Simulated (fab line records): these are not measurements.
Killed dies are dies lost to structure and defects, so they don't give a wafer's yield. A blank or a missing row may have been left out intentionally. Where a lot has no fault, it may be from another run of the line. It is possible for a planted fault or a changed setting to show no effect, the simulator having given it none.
fab line records ; flow sky130
record: lots: 6; wafers: 18; last-day: 50
route steps=708 shown PWDE@54 NWELL@56 PAD_OPEN@708
lots with no fault: from the same line, run without faults
start-h: the number of hours between the record's first day and the start of the first shown wafer of the lot ; wait-h: hours from the lot's prior step to this one ; " unchanged from the row above ; L1.1+2: several wafers, shown together as one row ; - no value, or no start was given ; * or withheld: withheld ; < > ~ a bound
route shown NAME@n: NAME is a module with steps in the file, n the number in the route of the first one ; usual: average and standard deviation across the fault-free wafers ; same: alike in all rows ; chamber/n: place in a boat ; sites: per-site readings ; _std_site: how widely they spread, as a standard deviation ; _edge_site: mean of outer sites minus mean of inner sites ; radius-mm: how far each site lies from the wafer's centre ; mask NAME#n: copy n ; behind: tool/chamber where the wafer was last shaped ; hold: why the lot went on hold/how many hours it stayed there/how the hold came to an end ; device: names the non-switching transistor (n, p or np) ; end of line: the tests these same wafers got at the end of their route ; where a step has no rows: the recipe by itself ; killed: dies that structure and defects cost at the first sort, which is not the same as the wafer's yield ; map: the dies of a wafer, with x for killed, . for not killed, _ for no die there
set.NAME: the run value of the setting; set.NAME@STEP: its run value at that earlier step ; model.NAME: the simulator's own value behind a step, which no gauge read
lots at selected steps of the route; one table per step, one row per wafer
services: when a tool's chamber went out of use (start-h, in hours from the record's first day, below 0 if earlier), for how many hours, and the reason
== steps ==
step: SKY_PWDE_STRIP_09
recipe: chemistry: O2/N2; power-w: 1400; pressure-mtorr: 1500; platen-temp-c: withheld; o2-flow-sccm: 3000; n2-flow-sccm: 300; overash-fraction: 0.5
usual: drypump-motor-current-A: 5.90/0.27; oes-product-au: 0.723/0.005; strip-time-to-endpoint-s: 36.93/0.11
lot.wafer;tool;chamber;start-h;wait-h;drypump-motor-current-A;oes-product-au;rf-hours-counter-h;strip-time-to-endpoint-s
L521.1;plasma-asher-04;0;92.84;0.1;5.30;0.726;27;37.02
L521.3;plasma-asher-04;1;92.84;0.1;5.71;0.729;-;36.99
L521.4;plasma-asher-04;0;92.84;0.1;5.30;0.719;-;37.03
L524.3;plasma-asher-02;1;107.97;0.1;6.24;0.721;-;37.16
L524.4;plasma-asher-02;0;107.97;0.1;5.70;0.716;-;37.09
L524.5;plasma-asher-02;1;107.97;0.1;6.26;0.716;-;36.97
L532.3;plasma-asher-04;1;153.75;0.1;5.71;0.717;-;36.82
L532.4;plasma-asher-04;0;153.75;0.1;5.31;0.721;-;36.75
L532.6;plasma-asher-04;0;153.75;0.1;5.31;0.720;-;36.90
L534.2;plasma-asher-02;1;169.93;0.1;6.24;0.721;5;36.71
L534.4;plasma-asher-02;1;169.93;0.1;6.21;0.721;-;36.81
L534.6;plasma-asher-02;1;169.93;0.1;6.24;0.723;-;36.77
L538.3;plasma-asher-03;0;189.32;0.1;5.93;0.723;-;36.88
L538.5;plasma-asher-03;0;189.32;0.1;5.91;0.728;-;36.95
L538.6;plasma-asher-03;1;189.32;0.1;6.07;0.729;-;36.87
L539.3;plasma-asher-04;0;194.82;0.1;5.30;0.722;-;37.01
L539.4;plasma-asher-04;1;194.82;0.1;5.72;0.720;-;36.97
L539.6;plasma-asher-04;1;194.82;0.1;5.73;0.725;-;36.82
step: SKY_PWDE_TW_MEAS_10
usual: PWDE_TW: 370.7/2.6
lot.wafer;tool;chamber;start-h;wait-h;PWDE_TW
L521.1;film-metro-03;-;92.94;0.1;371.1
L521.3;film-metro-03;-;92.94;0.1;369.9
L521.4;film-metro-03;-;92.94;0.1;369.3
L524.3;film-metro-04;-;108.05;0.1;370.5
L524.4;film-metro-04;-;108.05;0.1;373.8
L524.5;film-metro-04;-;108.05;0.1;372.7
L532.3;film-metro-04;-;153.84;0.1;371.2
L532.4;film-metro-04;-;153.84;0.1;370.8
L532.6;film-metro-04;-;153.84;0.1;370.6
L534.2;film-metro-02;-;170.04;0.1;375.3
L534.4;film-metro-02;-;170.04;0.1;373.8
L534.6;film-metro-02;-;170.04;0.1;372.7
L538.3;film-metro-02;-;189.40;0.1;374.1
L538.5;film-metro-02;-;189.40;0.1;374.6
L538.6;film-metro-02;-;189.40;0.1;372.1
L539.3;film-metro-04;-;194.90;0.1;368.0
L539.4;film-metro-04;-;194.90;0.1;367.9
L539.6;film-metro-04;-;194.90;0.1;367.7
step: SKY_NWELL_DEHYDRATE_03
recipe: temp-c: 200; time-s: 60
step: SKY_NWELL_HMDS_04
recipe: prime-time-s: 60; prime-temp-c: 120
step: SKY_NWELL_COAT_05
recipe: spin-rpm: 2000; resist-thk-nm: 3059
step: SKY_NWELL_SOFTBAKE_06
recipe: temp-c: 110; time-s: withheld
step: SKY_NWELL_EXPOSE_07
recipe: mask-id: NWM; na: 0.6; source-shape: conventional; sigma-outer: 0.6; polarization: unpolarized; target-cd-nm: 840; dose-mj: 255
step: SKY_NWELL_PEB_08
recipe: temp-c: 115; time-s: withheld
step: SKY_NWELL_DEVELOP_09
recipe: wall-angle-deg: 90; developer: TMAH; develop-time-s: 60; dev-temp-c: 23
step: SKY_NWELL_OVL_MEAS_10
usual: NWELL_00_OVL: -0.9/1.5
lot.wafer;tool;chamber;start-h;wait-h;NWELL_00_OVL[nm]
L521.1;overlay-01;-;110.33;-;0.9
L521.3;overlay-01;-;110.33;-;-0.8
L521.4;overlay-01;-;110.33;-;-1.7
L524.3;overlay-02;-;127.31;-;-0.7
L524.4;overlay-02;-;127.31;-;-1.1
L524.5;overlay-02;-;127.31;-;-0.3
L532.3;overlay-02;-;174.48;-;-0.4
L532.4;overlay-02;-;174.48;-;0.0
L532.6;overlay-02;-;174.48;-;-0.1
L534.2;overlay-01;-;190.90;-;-2.2
L534.4;overlay-01;-;190.90;-;-3.6
L534.6;overlay-01;-;190.90;-;-2.7
L538.3;overlay-01;-;211.28;-;-0.1
L538.5;overlay-01;-;211.28;-;-2.3
L538.6;overlay-01;-;211.28;-;-2.2
L539.3;overlay-01;-;216.48;-;-1.1
L539.4;overlay-01;-;216.48;-;-0.6
L539.6;overlay-01;-;216.48;-;-0.5
step: SKY_NWELL_IMPLANT_11
recipe: species: P; energy-kev: 400; dose-cm2: 1.939e+13; tilt-deg: withheld
step: SKY_NWELL_IMPLANT_12
recipe: species: P; energy-kev: 120; dose-cm2: 1.3e+12; tilt-deg: withheld
step: SKY_NWELL_IMPLANT_13
recipe: species: P; energy-kev: 50; dose-cm2: 7e+11; tilt-deg: withheld
usual: dose-ions-cm2: 6.999e+11/7.1e+08; faraday-current-uA: 3.95/0.082
lot.wafer;tool;chamber;start-h;wait-h;dose-ions-cm2;faraday-current-uA
L521.1;implanter-01;0;110.67;0.1;6.998e+11;3.87
L521.3;implanter-01;0;110.67;0.1;7e+11;4.03
L521.4;implanter-01;0;110.67;0.1;7.001e+11;3.89
L524.3;implanter-01;0;127.69;0.1;6.995e+11;3.99
L524.4;implanter-01;0;127.69;0.1;6.997e+11;3.99
L524.5;implanter-01;0;127.69;0.1;7.005e+11;3.97
L532.3;implanter-03;0;174.85;0.1;5.179e+11;2.81
L532.4;implanter-03;0;174.85;0.1;5.17e+11;2.94
L532.6;implanter-03;0;174.85;0.1;5.168e+11;2.86
L534.2;implanter-03;0;191.26;0.1;5.181e+11;3.02
L534.4;implanter-03;0;191.26;0.1;5.181e+11;2.88
L534.6;implanter-03;0;191.26;0.1;5.189e+11;2.96
L538.3;implanter-01;0;211.65;0.1;6.996e+11;4.01
L538.5;implanter-01;0;211.65;0.1;7.002e+11;3.87
L538.6;implanter-01;0;211.65;0.1;6.995e+11;4.08
L539.3;implanter-02;0;216.85;0.1;7.005e+11;3.96
L539.4;implanter-02;0;216.85;0.1;6.996e+11;4.03
L539.6;implanter-02;0;216.85;0.1;7.004e+11;3.98
step: SKY_NWELL_STRIP_14
recipe: chemistry: O2/N2; power-w: 1400; pressure-mtorr: 1500; platen-temp-c: withheld; o2-flow-sccm: 3000; n2-flow-sccm: 300; overash-fraction: 0.5
usual: drypump-motor-current-A: 5.7/0.42; oes-product-au: 0.722/0.0045; strip-time-to-endpoint-s: 37.60/0.079
lot.wafer;tool;chamber;start-h;wait-h;drypump-motor-current-A;oes-product-au;rf-hours-counter-h;strip-time-to-endpoint-s
L521.1;plasma-asher-04;0;110.82;0.1;5.3;0.718;29;37.75
L521.3;plasma-asher-04;1;110.82;0.1;5.7;0.728;-;37.61
L521.4;plasma-asher-04;0;110.82;0.1;5.3;0.723;-;37.62
L524.3;plasma-asher-01;0;127.82;0.1;6.3;0.718;-;37.54
L524.4;plasma-asher-01;1;127.82;0.1;5.2;0.727;-;37.56
L524.5;plasma-asher-01;0;127.82;0.1;6.3;0.724;-;37.49
L532.3;plasma-asher-04;1;174.99;0.1;5.7;0.723;-;37.63
L532.4;plasma-asher-04;0;174.99;0.1;5.3;0.724;-;37.61
L532.6;plasma-asher-04;1;174.99;0.1;5.7;0.712;-;37.67
L534.2;plasma-asher-04;0;191.38;0.1;5.3;0.730;37;37.47
L534.4;plasma-asher-04;0;191.38;0.1;5.3;0.719;-;37.55
L534.6;plasma-asher-04;0;191.38;0.1;5.3;0.715;-;37.42
L538.3;plasma-asher-04;1;211.79;0.1;5.7;0.713;-;37.58
L538.5;plasma-asher-04;0;211.79;0.1;5.3;0.723;-;37.69
L538.6;plasma-asher-04;1;211.79;0.1;5.7;0.726;-;37.65
L539.3;plasma-asher-01;1;216.99;0.1;5.2;0.718;-;37.65
L539.4;plasma-asher-01;0;216.99;0.1;6.3;0.724;-;37.60
L539.6;plasma-asher-01;1;216.99;0.1;5.2;0.730;-;37.67
step: SKY_NWELL_TW_MEAS_15
usual: NWELL_TW: 1827/12
lot.wafer;tool;chamber;start-h;wait-h;NWELL_TW
L521.1;film-metro-02;-;110.92;0.1;1830
L521.3;film-metro-02;-;110.92;0.1;1834
L521.4;film-metro-02;-;110.92;0.1;1824
L524.3;film-metro-04;-;127.91;0.1;1826
L524.4;film-metro-04;-;127.91;0.1;1826
L524.5;film-metro-04;-;127.91;0.1;1829
L532.3;film-metro-02;-;175.07;0.1;1834
L532.4;film-metro-02;-;175.07;0.1;1834
L532.6;film-metro-02;-;175.07;0.1;1828
L534.2;film-metro-02;-;191.49;0.1;1837
L534.4;film-metro-02;-;191.49;0.1;1832
L534.6;film-metro-02;-;191.49;0.1;1837
L538.3;film-metro-04;-;211.87;0.1;1807
L538.5;film-metro-04;-;211.87;0.1;1809
L538.6;film-metro-04;-;211.87;0.1;1807
L539.3;film-metro-04;-;217.07;0.1;1828
L539.4;film-metro-04;-;217.07;0.1;1824
L539.6;film-metro-04;-;217.07;0.1;1812
step: SKY_NWELL_DEHYDRATE_16
recipe: temp-c: 200; time-s: 60
step: SKY_NWELL_HMDS_17
recipe: prime-time-s: 60; prime-temp-c: 120
step: SKY_NWELL_COAT_18
recipe: spin-rpm: 2000; resist-thk-nm: 3000
step: SKY_NWELL_SOFTBAKE_19
recipe: temp-c: 110; time-s: withheld
step: SKY_NWELL_EXPOSE_20
recipe: mask-id: NWM_COMPLEMENT; na: 0.6; source-shape: conventional; sigma-outer: 0.6; polarization: unpolarized; target-cd-nm: 840; dose-mj: 260
step: SKY_NWELL_PEB_21
recipe: temp-c: 115; time-s: withheld
step: SKY_NWELL_DEVELOP_22
recipe: wall-angle-deg: 90; developer: TMAH; develop-time-s: 60; dev-temp-c: 23
step: SKY_NWELL_OVL_MEAS_23
usual: NWELL_01_OVL: -0.2/1.5
lot.wafer;tool;chamber;start-h;wait-h;NWELL_01_OVL[nm]
L521.1;overlay-01;-;129.47;-;-1.0
L521.3;overlay-01;-;129.47;-;-0.9
L521.4;overlay-01;-;129.47;-;-2.5
L524.3;overlay-02;-;147.76;-;-0.9
L524.4;overlay-02;-;147.76;-;-0.5
L524.5;overlay-02;-;147.76;-;-0.4
L532.3;overlay-01;-;196.31;-;0.3
L532.4;overlay-01;-;196.31;-;0.2
L532.6;overlay-01;-;196.31;-;1.8
L534.2;overlay-01;-;212.27;-;-1.2
L534.4;overlay-01;-;212.27;-;-0.9
L534.6;overlay-01;-;212.27;-;0.0
L538.3;overlay-02;-;234.78;-;0.2
L538.5;overlay-02;-;234.78;-;-1.8
L538.6;overlay-02;-;234.78;-;-1.4
L539.3;overlay-02;-;240.71;-;0.7
L539.4;overlay-02;-;240.71;-;-0.1
L539.6;overlay-02;-;240.71;-;0.9
step: SKY_NWELL_IMPLANT_24
recipe: species: B; energy-kev: 140; dose-cm2: 9.2e+12; tilt-deg: withheld
step: SKY_NWELL_STRIP_25
recipe: chemistry: O2/N2; power-w: 1400; pressure-mtorr: 1500; platen-temp-c: withheld; o2-flow-sccm: 3000; n2-flow-sccm: 300; overash-fraction: 0.5
usual: drypump-motor-current-A: 5.7/0.37; oes-product-au: 0.723/0.0044; strip-time-to-endpoint-s: 36.93/0.097
lot.wafer;tool;chamber;start-h;wait-h;drypump-motor-current-A;oes-product-au;rf-hours-counter-h;strip-time-to-endpoint-s
L521.1;plasma-asher-04;0;129.65;0.1;5.3;0.725;31;36.86
L521.3;plasma-asher-04;1;129.65;0.1;5.7;0.723;-;36.97
L521.4;plasma-asher-04;0;129.65;0.1;5.3;0.728;-;36.99
L524.3;plasma-asher-02;1;147.97;0.1;6.3;0.727;-;36.85
L524.4;plasma-asher-02;0;147.97;0.1;5.7;0.723;-;36.88
L524.5;plasma-asher-02;0;147.97;0.1;5.7;0.717;-;36.94
L532.3;plasma-asher-04;0;196.52;0.1;5.3;0.725;-;36.95
L532.4;plasma-asher-04;1;196.52;0.1;5.7;0.719;-;36.86
L532.6;plasma-asher-04;0;196.52;0.1;5.3;0.728;-;36.87
L534.2;plasma-asher-04;1;212.45;0.1;5.7;0.722;39;36.97
L534.4;plasma-asher-04;0;212.45;0.1;5.3;0.724;-;36.97
L534.6;plasma-asher-04;1;212.45;0.1;5.7;0.723;-;37.00
L538.3;plasma-asher-04;1;234.99;0.1;5.7;0.722;-;36.75
L538.5;plasma-asher-04;1;234.99;0.1;5.7;0.725;-;36.66
L538.6;plasma-asher-04;0;234.99;0.1;5.3;0.711;-;36.89
L539.3;plasma-asher-04;1;240.92;0.1;5.7;0.727;-;37.01
L539.4;plasma-asher-04;0;240.92;0.1;5.3;0.721;-;36.96
L539.6;plasma-asher-04;0;240.92;0.1;5.3;0.724;-;37.08
step: SKY_NWELL_TW_MEAS_26
usual: NWELL_2_TW: 492/3.9
lot.wafer;tool;chamber;start-h;wait-h;NWELL_2_TW
L521.1;film-metro-04;-;129.75;0.1;496
L521.3;film-metro-04;-;129.75;0.1;496
L521.4;film-metro-04;-;129.75;0.1;496
L524.3;film-metro-03;-;148.06;0.1;488
L524.4;film-metro-03;-;148.06;0.1;486
L524.5;film-metro-03;-;148.06;0.1;488
L532.3;film-metro-03;-;196.60;0.1;488
L532.4;film-metro-03;-;196.60;0.1;485
L532.6;film-metro-03;-;196.60;0.1;489
L534.2;film-metro-03;-;212.56;0.1;492
L534.4;film-metro-03;-;212.56;0.1;487
L534.6;film-metro-03;-;212.56;0.1;489
L538.3;film-metro-02;-;235.07;0.1;498
L538.5;film-metro-02;-;235.07;0.1;499
L538.6;film-metro-02;-;235.07;0.1;499
L539.3;film-metro-04;-;241.00;0.1;489
L539.4;film-metro-04;-;241.00;0.1;493
L539.6;film-metro-04;-;241.00;0.1;491
step: SKY_NWELL_CLEAN_27
recipe: chemistry: SC1/SC2; mix: 1:4:20; temp-c: 70; time-s: 150; dry: n2-spin
step: SKY_NWELL_RTA_28
recipe: temp-c: 1050; time-s: 30; idle-temp-c: 650; ramp-up-c-per-s: 150; ramp-down-c-per-s: 90; ambient: N2
usual: anneal-temp-c-max: 1055.6/1.9; lamp-power-pct: 25.31/0.049; wafer_temp_C_max: 1054.7/0.92
lot.wafer;tool;chamber;start-h;wait-h;anneal-temp-c-max;lamp-power-pct;wafer_temp_C_max
L521.1;rtp-anneal-02;0;129.86;0.0;1052.8;25.26;1054.9
L521.3;rtp-anneal-02;0;129.86;0.0;1053.3;25.29;1054.6
L521.4;rtp-anneal-02;0;129.86;0.0;1053.1;25.32;1054.0
L524.3;rtp-anneal-02;0;148.18;0.0;1053.4;25.32;1055.9
L524.4;rtp-anneal-02;0;148.18;0.0;1054.3;25.27;1053.5
L524.5;rtp-anneal-02;0;148.18;0.0;1054.9;25.32;1053.7
L532.3;rtp-anneal-01;0;196.73;0.0;1058.5;25.34;1053.9
L532.4;rtp-anneal-01;0;196.73;0.0;1055.6;25.30;1054.6
L532.6;rtp-anneal-01;0;196.73;0.0;1056.0;25.27;1055.5
L534.2;rtp-anneal-01;0;212.68;0.0;1056.8;25.31;1055.7
L534.4;rtp-anneal-01;0;212.68;0.0;1056.5;25.21;1053.8
L534.6;rtp-anneal-01;0;212.68;0.0;1062.1;25.30;1055.8
L538.3;rtp-anneal-02;0;235.20;0.0;1055.1;25.33;1055.3
L538.5;rtp-anneal-02;0;235.20;0.0;1054.2;25.39;1056.0
L538.6;rtp-anneal-02;0;235.20;0.0;1055.0;25.24;1053.2
L539.3;rtp-anneal-01;0;241.13;0.0;1057.2;25.23;1055.2
L539.4;rtp-anneal-01;0;241.13;0.0;1056.7;25.36;1054.1
L539.6;rtp-anneal-01;0;241.13;0.0;1056.9;25.26;1053.5
step: SKY_NWELL_RS_MEAS_29
recipe: thk-meas-gauge: four-point-probe
usual: NWELL_RS: 618.2/1.5
lot.wafer;tool;chamber;start-h;wait-h;NWELL_RS[ohm/sq]
L521.1;film-metro-02;-;129.96;0.1;616.2
L521.3;film-metro-02;-;129.96;0.1;616.4
L521.4;film-metro-02;-;129.96;0.1;615.9
L524.3;film-metro-04;-;148.29;0.1;616.2
L524.4;film-metro-04;-;148.29;0.1;619.0
L524.5;film-metro-04;-;148.29;0.1;617.9
L532.3;film-metro-04;-;196.83;0.1;625.8
L532.4;film-metro-04;-;196.83;0.1;625.8
L532.6;film-metro-04;-;196.83;0.1;625.2
L534.2;film-metro-02;-;212.78;0.1;625.9
L534.4;film-metro-02;-;212.78;0.1;624.7
L534.6;film-metro-02;-;212.78;0.1;624.2
L538.3;film-metro-02;-;235.30;0.1;615.4
L538.5;film-metro-02;-;235.30;0.1;618.4
L538.6;film-metro-02;-;235.30;0.1;615.6
L539.3;film-metro-02;-;241.23;0.1;619.5
L539.4;film-metro-02;-;241.23;0.1;617.2
L539.6;film-metro-02;-;241.23;0.1;618.8
step: SKY_PAD_OPEN_PROBE_99
usual: killed_at_M0_to_M3: 42/6.3; killed_at_M4_up: 2.8/1.9; killed-at-contacts: 23/5.3; killed-at-front-end: 16/4.3; killed-at-other: 0.2/0.51; killed-dies: 84/9.3; killed-open: 46/7.6; killed-short: 38/6.3
same: gross-dies: 492; killed-at-back-side: 0
lot.wafer;tool;chamber;start-h;wait-h;killed_at_M0_to_M3;killed_at_M4_up;killed-at-contacts;killed-at-front-end;killed-at-other;killed-dies;killed-open;killed-short;model.etest.pfet_01v8_lvt.drive-ua-um;model.etest.pfet-g5v0d10v5.off-log10-a-um;model.etest.pfet_01v8_lvt.off-log10-a-um;model.etest.pfet-g5v0d10v5.vt-sat-v;model.etest.pfet_16v.vt-v;model.etest.pfet-g5v0d10v5.vt-v;model.etest.pfet-g5v0d10v5.vt-long-v;model.etest.pfet_01v8_lvt.vt-sat-v
L521.1;prober-02;-;1118.73;0.1;34;6;27;14;1;82;46;36;163.6;-12.62;-9.159;-0.6395;-1.115;-0.8389;-0.9453;-0.454
L521.3;prober-02;-;1118.83;0.2;39;4;33;14;0;90;56;34;169.2;-12.64;-8.868;-0.6457;-1.101;-0.8508;-0.9326;-0.4456
L521.4;prober-02;-;1118.88;0.2;51;0;14;20;0;85;45;40;166.1;-12.72;-8.995;-0.654;-1.106;-0.8554;-0.9447;-0.4451
L524.3;prober-01;-;1135.46;0.2;34;0;31;17;0;82;49;33;173.8;-12.58;-8.968;-0.639;-1.12;-0.8262;-0.9412;-0.453
L524.4;prober-01;-;1135.51;0.2;35;4;16;12;0;67;36;31;168.8;-12.85;-9.197;-0.6602;-1.129;-0.8442;-0.9485;-0.4551
L524.5;prober-01;-;1135.56;0.2;49;5;24;13;0;91;44;47;170;-12.77;-9.12;-0.6531;-1.124;-0.8392;-0.9456;-0.4544
L532.3;prober-02;-;1175.25;0.2;35;2;21;17;0;75;40;35;178.1;-11.83;-8.174;-0.5569;-1.012;-0.7605;-0.8553;-0.3777
L532.4;prober-02;-;1175.30;0.2;48;4;17;16;0;85;41;44;177.1;-11.93;-8.317;-0.5705;-1.019;-0.7725;-0.8553;-0.3868
L532.6;prober-02;-;1175.40;0.2;43;3;20;13;0;79;32;47;179.5;-11.6;-8.025;-0.549;-1.014;-0.7486;-0.8535;-0.3743
L534.2;prober-02;-;1185.95;0.1;51;3;21;12;1;88;55;33;178.6;-11.69;-8.065;-0.5554;-1.006;-0.7551;-0.8495;-0.3679
L534.4;prober-02;-;1186.05;0.2;47;1;19;14;0;81;38;43;177.9;-11.51;-8.002;-0.545;-0.9993;-0.7429;-0.8472;-0.3684
L534.6;prober-02;-;1186.15;0.2;46;1;14;11;0;72;42;30;177.9;-11.54;-8.107;-0.5286;-1.013;-0.7361;-0.8571;-0.3732
L538.3;prober-01;-;1196.59;0.2;51;2;17;23;0;93;52;41;173.6;-12.15;-8.612;-0.6007;-1.072;-0.7982;-0.9078;-0.4217
L538.5;prober-01;-;1196.69;0.2;36;0;35;28;0;99;55;44;175.7;-12.19;-8.666;-0.5997;-1.07;-0.8003;-0.905;-0.4244
L538.6;prober-01;-;1196.74;0.2;55;2;25;22;0;104;58;46;173;-12.21;-8.763;-0.5949;-1.062;-0.7962;-0.8996;-0.4271
L539.3;prober-02;-;1202.29;0.2;41;3;21;10;1;76;48;28;164.8;-13.01;-9.145;-0.6958;-1.127;-0.883;-0.9545;-0.4595
L539.4;prober-02;-;1202.34;0.2;33;6;23;15;1;78;37;41;167.7;-12.96;-9.152;-0.677;-1.129;-0.8638;-0.9586;-0.4599
L539.6;prober-02;-;1202.44;0.2;43;5;16;12;0;76;41;35;169.4;-13.04;-9.145;-0.6685;-1.124;-0.8546;-0.953;-0.4606
killed by level:class
L521.1 CONTACT:geometric-particle:open=14 VIA1:geometric-particle:open=9 VIA1:geometric-particle:short=7 METAL1:geometric-particle:short=5 FIELD_ISO:geometric-particle:open=4 LI_CONTACT:geometric-particle:open=4 VIA3:geometric-particle:open=4 POLY_GATE:geometric-particle:open=3
L521.3 CONTACT:geometric-particle:open=19 VIA1:geometric-particle:open=10 VIA2:geometric-particle:open=6 METAL1:geometric-particle:open=4 VIA3:geometric-particle:open=4 CONTACT:geometric-particle:short=4 LOCAL_INTERCONNECT:geometric-particle:short=4 VIA1:geometric-particle:short=4
L521.4 VIA1:geometric-particle:open=11 VIA1:geometric-particle:short=9 FIELD_ISO:geometric-particle:short=6 VIA2:geometric-particle:open=6 VIA3:geometric-particle:open=5 POLY_GATE:geometric-particle:short=4 LI_CONTACT:geometric-particle:open=4 METAL1:geometric-particle:short=4
L524.3 CONTACT:geometric-particle:open=13 LI_CONTACT:geometric-particle:open=11 CONTACT:geometric-particle:short=6 VIA3:geometric-particle:open=6 METAL2:geometric-particle:short=6 FIELD_ISO:geometric-particle:short=5 POLY_GATE:geometric-particle:open=5 VIA1:geometric-particle:open=5
L524.4 LI_CONTACT:geometric-particle:open=8 FIELD_ISO:geometric-particle:short=6 VIA3:geometric-particle:open=6 VIA1:geometric-particle:open=6 METAL2:geometric-particle:short=5 METAL1:geometric-particle:short=4 CONTACT:geometric-particle:open=3 LI_CONTACT:geometric-particle:short=3
L524.5 VIA1:geometric-particle:open=12 CONTACT:geometric-particle:open=8 METAL1:geometric-particle:short=7 METAL2:geometric-particle:short=6 VIA2:geometric-particle:open=6 LI_CONTACT:geometric-particle:open=5 CONTACT:geometric-particle:short=5 VIA1:geometric-particle:short=5
L532.3 CONTACT:geometric-particle:open=7 VIA1:geometric-particle:open=7 POLY_GATE:geometric-particle:short=5 LI_CONTACT:geometric-particle:open=5 METAL1:geometric-particle:short=5 VIA3:geometric-particle:open=5 POLY_GATE:geometric-particle:open=4 LI_CONTACT:geometric-particle:short=4
L532.4 METAL1:geometric-particle:short=12 VIA1:geometric-particle:open=11 CONTACT:geometric-particle:open=7 VIA3:geometric-particle:open=6 POLY_GATE:geometric-particle:short=5 LI_CONTACT:geometric-particle:open=4 METAL3:geometric-particle:short=4 VIA2:geometric-particle:short=4
L532.6 VIA1:geometric-particle:open=7 METAL2:geometric-particle:short=7 CONTACT:geometric-particle:open=6 METAL1:geometric-particle:short=6 VIA3:geometric-particle:open=6 POLY_GATE:geometric-particle:short=5 VIA1:geometric-particle:short=5 METAL3:geometric-particle:short=5
L534.2 CONTACT:geometric-particle:open=9 LI_CONTACT:geometric-particle:open=8 VIA2:geometric-particle:open=8 METAL2:geometric-particle:short=8 VIA3:geometric-particle:open=8 VIA1:geometric-particle:open=7 FIELD_ISO:geometric-particle:short=5 METAL3:geometric-particle:short=5
L534.4 METAL2:geometric-particle:short=8 VIA1:geometric-particle:open=7 VIA3:geometric-particle:short=7 LI_CONTACT:geometric-particle:open=6 VIA2:geometric-particle:open=6 POLY_GATE:geometric-particle:open=5 CONTACT:geometric-particle:short=5 VIA3:geometric-particle:open=5
L534.6 VIA3:geometric-particle:open=10 VIA2:geometric-particle:open=9 VIA1:geometric-particle:open=7 LI_CONTACT:geometric-particle:open=6 METAL1:geometric-particle:short=4 VIA3:geometric-particle:short=4 METAL3:geometric-particle:short=4 FIELD_ISO:geometric-particle:open=3
L538.3 VIA1:geometric-particle:open=15 CONTACT:geometric-particle:open=9 VIA2:geometric-particle:open=8 FIELD_ISO:geometric-particle:short=6 FIELD_ISO:geometric-particle:open=6 METAL1:geometric-particle:short=6 VIA1:geometric-particle:short=6 VIA3:geometric-particle:open=6
L538.5 CONTACT:geometric-particle:open=23 FIELD_ISO:geometric-particle:short=12 VIA1:geometric-particle:open=7 METAL1:geometric-particle:short=6 VIA1:geometric-particle:short=6 POLY_GATE:geometric-particle:open=5 LI_CONTACT:geometric-particle:open=5 POLY_GATE:geometric-particle:short=4
L538.6 VIA1:geometric-particle:open=14 POLY_GATE:geometric-particle:open=8 CONTACT:geometric-particle:open=8 VIA1:geometric-particle:short=8 LI_CONTACT:geometric-particle:open=7 CONTACT:geometric-particle:short=7 VIA2:geometric-particle:open=7 METAL1:geometric-particle:short=5
L539.3 CONTACT:geometric-particle:open=12 VIA1:geometric-particle:open=12 VIA3:geometric-particle:open=8 METAL2:geometric-particle:short=6 LI_CONTACT:geometric-particle:open=5 VIA2:geometric-particle:open=4 VIA3:geometric-particle:short=4 FIELD_ISO:geometric-particle:open=3
L539.4 LI_CONTACT:geometric-particle:open=8 CONTACT:geometric-particle:open=7 METAL2:geometric-particle:short=6 FIELD_ISO:geometric-particle:short=5 CONTACT:geometric-particle:short=5 VIA1:geometric-particle:open=5 VIA1:geometric-particle:short=4 VIA3:geometric-particle:open=4
L539.6 VIA1:geometric-particle:open=9 CONTACT:geometric-particle:open=7 METAL2:geometric-particle:short=7 VIA2:geometric-particle:open=6 VIA3:geometric-particle:open=4 FIELD_ISO:geometric-particle:open=3 LI_CONTACT:geometric-particle:open=3 METAL1:geometric-particle:short=3
== services ==
tool;chamber;start-h;hours;kind
implanter-02;-;69.43;24.1;pm
implanter-03;-;88.00;25.4;repair
plasma-asher-03;-;90.22;2.8;pm
implanter-02;-;104.90;2.2;pm
plasma-asher-02;-;108.75;9.0;pm
plasma-asher-02;0;108.75;9.0;vent-cycle
plasma-asher-02;1;108.75;9.0;vent-cycle
plasma-asher-02;0;117.75;-;clean
plasma-asher-02;1;117.75;-;clean
implanter-01;-;118.86;3.7;pm
plasma-asher-03;-;135.51;0.8;repair
implanter-02;-;140.76;1.2;repair
plasma-asher-02;-;143.42;2.8;pm
plasma-asher-01;-;144.30;8.0;repair
implanter-01;-;157.12;7.8;repair
plasma-asher-01;-;159.98;0.5;repair
implanter-03;-;185.34;0.8;repair
implanter-03;-;191.56;2.5;pm
rtp-anneal-01;-;206.03;3.1;pm
plasma-asher-02;-;224.48;4.3;pm
== key ==
first-sign: step: SKY_NWELL_IMPLANT_13; reading: dose-ions-cm2; direction: down; sigmas: 99+; usual: *; struck: *
effect: step: SKY_NWELL_IMPLANT_13; reading: faraday-current-uA; direction: down; sigmas: 13; usual: 3.95; struck: 2.91
effect: step: SKY_NWELL_RS_MEAS_29; reading: NWELL_RS; direction: up; sigmas: 4.9; usual: 618.2; struck: 625.3
model-effect: step: SKY_PAD_OPEN_PROBE_99; value: etest.pfet_01v8_lvt.drive-ua-um; without: 171.3; struck: 178.2
met-at SKY_NWELL_IMPLANT_13
struck-wafers L532.3,L532.4,L532.6,L534.2,L534.4,L534.6
tester-left-out L532,L534
fault: kind: process-parameter-drift; tool: implanter-03; chamber: -; onset-h: 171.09; steps: SKY_NWELL_IMPLANT_13; channel: dose-cm2; offset: *; shape: step; end-h: 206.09; acts-in: *; stated: *
tester-left-out: of these lots the tester's yield and bins aren't shown, on N5 and GAA mostly nor the transistor test; their killed dies are dies lost to structure and defects alone, not to doping, threshold or leakage, so they don't give the yield
